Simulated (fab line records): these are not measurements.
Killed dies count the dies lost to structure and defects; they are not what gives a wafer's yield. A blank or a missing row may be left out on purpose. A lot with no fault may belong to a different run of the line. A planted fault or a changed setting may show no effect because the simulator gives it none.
Check of tool commonality ; flow sky130 ; Sample size 14 lots and 42 wafers

REASON FOR OPENING
At SKY_LDD_P_CD_MEAS_07 the reading cdNm is flagged on 2 of 14 lots. No-fault wafers: 380.0 nm, standard deviation 2.2.
Rule: a lot gets a flag if all its wafers with a number sit over 4 standard deviations from that mean, or if no wafer of it has a number. The other lots count as sound.

lot;measured;on;cdNm (nm), wafer by wafer;flag
L930;day 19 03:47;cdSem-01;381.3 379.8 383.6;
L932;day 19 20:17;cdSem-01;377.9 377.8 378.7;
L933;day 20 09:52;cdSem-02;381.0 378.9 379.5;
L935;day 21 01:04;cdSem-01;380.5 382.2 384.9;
L937;day 21 17:49;cdSem-01;382.4 381.0 382.4;
L939;day 22 14:20;cdSem-01;379.1 379.1 376.5;
L940;day 22 17:48;cdSem-01;381.3 383.7 383.5;
L941;day 23 02:32;cdSem-01;379.7 379.7 376.6;
L942;day 23 09:01;cdSem-02;378.7 378.0 379.0;
L944;day 24 11:49;cdSem-02;350.0 346.6 349.1;FLAGGED
L945;day 24 16:50;cdSem-02;375.8 379.4 379.9;
L946;day 25 05:07;cdSem-02;348.6 346.6 348.5;FLAGGED
L952;day 27 01:36;cdSem-01;377.3 379.5 377.9;
L953;day 27 12:23;cdSem-01;379.8 378.4 377.2;
Average over the flagged lots: 348.2 nm; offset from the usual -31.8 nm, equal to -14 standard deviations.

TOOL THAT RAN EACH LOT
2 process steps preceding the reading are held in the record, out of 708 steps in the route. Every cell lists first the tool, next ch and the chambers used by the sampled wafers, and last the start.
lot;flag;SKY_VT_ADJUST_HVTR_STRIP_10;SKY_LDD_P_DEVELOP_06
L930;;plasmaAsher-04 ch 0,1, day 9 16:58;lithoTrack-03 ch 0, day 19 03:38
L932;;plasmaAsher-02 ch 0,1, day 10 07:06;lithoTrack-03 ch 0, day 19 20:08
L933;;plasmaAsher-04 ch 0,1, day 10 14:46;lithoTrack-01 ch 0, day 20 09:43
L935;;plasmaAsher-02 ch 0,1, day 11 03:33;lithoTrack-03 ch 0, day 21 00:55
L937;;plasmaAsher-02 ch 0,1, day 11 15:55;lithoTrack-03 ch 0, day 21 17:40
L939;;plasmaAsher-03 ch 0,1, day 12 05:10;lithoTrack-01 ch 0, day 22 14:11
L940;;plasmaAsher-04 ch 0,1, day 12 08:59;lithoTrack-03 ch 0, day 22 17:40
L941;;plasmaAsher-02 ch 0,1, day 12 15:37;lithoTrack-01 ch 0, day 23 02:23
L942;;plasmaAsher-03 ch 0,1, day 13 02:30;lithoTrack-01 ch 0, day 23 08:52
L944;FLAGGED;plasmaAsher-03 ch 0,1, day 13 22:16;lithoTrack-01 ch 0, day 24 11:40
L945;;plasmaAsher-04 ch 0,1, day 14 02:06;lithoTrack-02 ch 0, day 24 16:41
L946;FLAGGED;plasmaAsher-04 ch 0,1, day 14 13:45;lithoTrack-01 ch 0, day 25 04:55
L952;;plasmaAsher-04 ch 0,1, day 16 07:58;lithoTrack-03 ch 0, day 27 01:28
L953;;plasmaAsher-02 ch 0,1, day 16 18:52;lithoTrack-03 ch 0, day 27 12:14
What the steps here do:
- SKY_VT_ADJUST_HVTR_STRIP_10: strips in O2/N2.
- SKY_LDD_P_DEVELOP_06: develop time 60 s.
- SKY_LDD_P_CD_MEAS_07: target cd 380 nm.

FLAGGED OVER TOTAL, TOOL BY TOOL (the gauges that took the reading come last)
step;tool;lots run;flagged;share of the flagged lots;sound lots run after its first flagged lot
SKY_VT_ADJUST_HVTR_STRIP_10;plasmaAsher-02;5;0;none;-
SKY_VT_ADJUST_HVTR_STRIP_10;plasmaAsher-03;3;1;some;0
SKY_VT_ADJUST_HVTR_STRIP_10;plasmaAsher-04;6;1;some;1 (L952)
SKY_LDD_P_DEVELOP_06;lithoTrack-01;6;2;all;0
SKY_LDD_P_DEVELOP_06;lithoTrack-02;1;0;none;-
SKY_LDD_P_DEVELOP_06;lithoTrack-03;7;0;none;-
SKY_LDD_P_CD_MEAS_07;cdSem-01;9;0;none;-
SKY_LDD_P_CD_MEAS_07;cdSem-02;5;2;all;1 (L945)

WHAT IS ALLOWED BY THE TABLE
Every flagged lot went through 2 rows of the table: lithoTrack-01 at SKY_LDD_P_DEVELOP_06 and cdSem-02 at SKY_LDD_P_CD_MEAS_07.
- lithoTrack-01 at SKY_LDD_P_DEVELOP_06 ran 6 lots, 2 of them flagged. A fault beginning between L942 (day 23 08:52), its last sound lot, and L944 (day 24 11:40), its first flagged one, fits the data.
- cdSem-02 at SKY_LDD_P_CD_MEAS_07 ran 5 lots, 2 of them flagged. After the first flagged lot (L945), sound lots still ran on it; a lasting fault on the whole tool would not permit that.
Left over: one tool, lithoTrack-01 at SKY_LDD_P_DEVELOP_06.

WHAT THE SIMULATOR HAD INSERTED
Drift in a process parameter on lithoTrack-01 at SKY_LDD_P_DEVELOP_06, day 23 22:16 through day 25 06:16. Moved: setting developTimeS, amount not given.
Lots struck among those shown: L944, L946. The same result came from the rule above.
